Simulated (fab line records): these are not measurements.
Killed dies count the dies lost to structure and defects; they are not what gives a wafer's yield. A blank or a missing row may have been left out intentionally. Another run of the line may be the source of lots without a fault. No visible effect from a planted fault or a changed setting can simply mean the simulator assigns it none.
Chamber matching    flow gf180mcu    GF_V2_CVD_02 on pecvd-03 has 3 sister chambers
The step deposits SiO2 from TEOS, target thk 850 nm, time 94.851 s. 24 wafers are shown with their chamber, then 12 later ones without.

## WAFERS PAIRED WITH THEIR CHAMBERS
wafer   chamber  heater-power-w (W)  heater-power-outer-w (W)
L075.1  1        661                 397
L075.2  2        780                 474
L075.6  0        623                 345
L077.2  2        671                 377
L077.3  1        590                 361
L077.5  2        754                 433
L079.1  1        578                 359
L079.3  2        747                 431
L079.4  1        636                 401
L081.2  0        619                 342
L081.5  0        661                 370
L081.6  2        627                 363
L082.2  1        713                 452
L082.4  1        570                 342
L082.5  2        730                 430
L083.1  1        596                 341
L083.2  2        674                 382
L083.6  1        628                 402
L084.1  0        584                 308
L084.3  1        600                 373
L084.6  0        627                 353
L085.1  1        679                 424
L085.3  2        730                 441
L085.6  2        784                 461

SIGNATURES, as means of the wafers listed above
reading               chamber 0  chamber 1  chamber 2  scatter within a chamber
heater-power-w        622.80     625.10     721.89     46.8
heater-power-outer-w  343.60     385.20     421.33     35.1
Rule: a wafer's distance from a chamber is the root of the sum, over the readings, of the square of ((its reading less the chamber's mean) divided by the reading's scatter). If the next closest chamber is less than 2 further off than the closest, the wafer can't be placed; otherwise it belongs to the closest. The scatter: take each reading less its chamber's mean, square it, sum over the shown wafers, divide by the number of wafers less the number of chambers, and take the root.

## WAFERS WITHOUT THEIR CHAMBER
wafer   heater-power-w (W)  heater-power-outer-w (W)
L088.1  774                 449
L088.3  721                 449
L088.6  653                 366
L094.1  697                 430
L094.4  623                 354
L094.5  535                 273
L095.1  708                 425
L095.3  555                 289
L095.4  601                 320
L097.1  669                 431
L097.2  712                 414
L097.6  699                 447

## EACH ONE'S CHAMBER
wafer   from the rows above           in truth
L088.1  2                             2
L088.3  can't be placed: 2 or 1       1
L088.6  can't be placed: 1 or 0 or 2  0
L094.1  can't be placed: 2 or 1       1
L094.4  can't be placed: 0 or 1       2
L094.5  can't be placed: 0 or 1       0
L095.1  can't be placed: 2 or 1       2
L095.3  can't be placed: 0 or 1       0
L095.4  can't be placed: 0 or 1       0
L097.1  can't be placed: 2 or 1 or 0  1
L097.2  can't be placed: 2 or 1       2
L097.6  can't be placed: 2 or 1       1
Correct placement for 1 of the 12. Cannot be placed on the basis of these rows: 11; the candidates contain the true chamber in 10. Wrongly placed: 0.
